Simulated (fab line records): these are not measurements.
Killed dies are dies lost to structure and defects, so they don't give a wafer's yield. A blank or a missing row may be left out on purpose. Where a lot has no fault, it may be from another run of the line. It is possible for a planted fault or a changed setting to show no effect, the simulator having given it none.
Matching of chambers :: flow gf180mcu :: cmp-02 running GF_V2_CMP_04: 4 sister chambers
The step polishes SiO2. 8 wafers are shown with their chamber, then 11 later ones without.

## WAFERS PAIRED WITH THEIR CHAMBERS
wafer: L079.4
chamber: 1
motor_current_A (A): 9.8
retaining_ring_pressure_frac: 0.996

wafer: L079.5
chamber: 1
motor_current_A (A): 9.7
retaining_ring_pressure_frac: 0.997

wafer: L080.1
chamber: 0
motor_current_A (A): 13.7
retaining_ring_pressure_frac: 1.003

wafer: L081.6
chamber: 3
motor_current_A (A): 12.9
retaining_ring_pressure_frac: 1.007

wafer: L082.1
chamber: 2
motor_current_A (A): 12.4
retaining_ring_pressure_frac: 1.002

wafer: L082.3
chamber: 0
motor_current_A (A): 13.1
retaining_ring_pressure_frac: 0.997

wafer: L082.5
chamber: 3
motor_current_A (A): 12.7
retaining_ring_pressure_frac: 1.009

wafer: L086.1
chamber: 2
motor_current_A (A): 12.9
retaining_ring_pressure_frac: 0.995

## WAFERS WHOSE CHAMBER IS MISSING
wafer: L086.2
motor_current_A (A): 13.8
retaining_ring_pressure_frac: 1.000

wafer: L086.5
motor_current_A (A): 13.1
retaining_ring_pressure_frac: 1.000

wafer: L087.1
motor_current_A (A): 12.7
retaining_ring_pressure_frac: 1.000

wafer: L087.3
motor_current_A (A): 11.9
retaining_ring_pressure_frac: 1.003

wafer: L087.6
motor_current_A (A): 9.6
retaining_ring_pressure_frac: 0.996

wafer: L092.1
motor_current_A (A): 13.1
retaining_ring_pressure_frac: 1.002

wafer: L092.5
motor_current_A (A): 10.1
retaining_ring_pressure_frac: 0.992

wafer: L092.6
motor_current_A (A): 13.3
retaining_ring_pressure_frac: 1.006

wafer: L094.1
motor_current_A (A): 9.9
retaining_ring_pressure_frac: 1.006

wafer: L094.3
motor_current_A (A): 13.0
retaining_ring_pressure_frac: 1.007

wafer: L094.5
motor_current_A (A): 13.2
retaining_ring_pressure_frac: 0.996

## WHICH CHAMBER EACH WENT THROUGH
wafer: L086.2
from the rows above: 0
in truth: 0

wafer: L086.5
from the rows above: can't be placed: 0 or 2 or 3
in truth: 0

wafer: L087.1
from the rows above: can't be placed: 2 or 3 or 0
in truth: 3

wafer: L087.3
from the rows above: can't be placed: 2 or 3
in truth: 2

wafer: L087.6
from the rows above: 1
in truth: 1

wafer: L092.1
from the rows above: can't be placed: 0 or 2 or 3
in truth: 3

wafer: L092.5
from the rows above: 1
in truth: 1

wafer: L092.6
from the rows above: can't be placed: 0 or 3 or 2
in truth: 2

wafer: L094.1
from the rows above: 1
in truth: 1

wafer: L094.3
from the rows above: can't be placed: 3 or 0
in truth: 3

wafer: L094.5
from the rows above: can't be placed: 0 or 2
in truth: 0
4 of 11 placed correctly. Can't be placed from these rows: 7 (the true chamber is among the candidates in 7). Number placed wrongly: 0.
How it was worked out, from the rows above alone: a wafer's distance from a chamber is the root of the sum, over the readings, of the square of ((its reading less the chamber's mean) divided by the reading's scatter). If the next closest chamber is less than 2 further off than the closest, the wafer can't be placed; otherwise it belongs to the closest. For every chamber, the mean is computed from those of its wafers that are shown. The scatter: take each reading less its chamber's mean, square it, sum over the shown wafers, divide by the number of wafers less the number of chambers, and take the root.
